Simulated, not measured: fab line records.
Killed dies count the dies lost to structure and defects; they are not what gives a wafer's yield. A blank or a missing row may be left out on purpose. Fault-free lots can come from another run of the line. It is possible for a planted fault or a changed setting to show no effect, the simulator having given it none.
Matching of chambers    flow sfq line    SFQ_TRILAYER_I1_VIA_BARC_OPEN_VIA_ETCH_071 on rie diel-03: 4 sister chambers
The step etches BARC in O2, target depth 125 nm, time 41.7 s. 8 wafers are shown with their chamber, then 7 later ones without.

## WAFERS PAIRED WITH THEIR CHAMBERS
wafer   chamber  drypump motor current A (A)  oes product au (a.u.)
L965.1  1        5.3                          0.680
L967.4  1        5.2                          0.681
L968.5  3        6.3                          0.683
L970.1  0        6.1                          0.686
L970.2  3        6.3                          0.683
L970.4  2        6.7                          0.685
L977.1  0        6.1                          0.688
L977.4  2        6.7                          0.689

## WAFERS MISSING THEIR CHAMBER
wafer   drypump motor current A (A)  oes product au (a.u.)
L977.6  6.7                          0.691
L982.1  6.3                          0.687
L982.3  6.1                          0.681
L982.4  5.2                          0.691
L985.2  6.1                          0.688
L985.3  6.3                          0.686
L985.4  6.7                          0.681

## THE CHAMBER EACH PASSED THROUGH
wafer   from the rows above  in truth
L977.6  2                    2
L982.1  3                    3
L982.3  0                    0
L982.4  1                    1
L985.2  0                    0
L985.3  3                    3
L985.4  2                    2
Correct placement for 7 of the 7. Can't be placed from these rows: 0. Number placed wrongly: 0.
How it was worked out, from the rows above alone: a wafer's distance from a chamber is the root of the sum, over the readings, of the square of ((its reading less the chamber's mean) divided by the reading's scatter). The wafer belongs to the nearest chamber; if the next one is less than 2 further off, it can't be placed. A chamber's mean is the mean of its shown wafers. The scatter: the root of (the sum of the squares of (reading less its chamber's mean) over the shown wafers, divided by (wafers less chambers)).
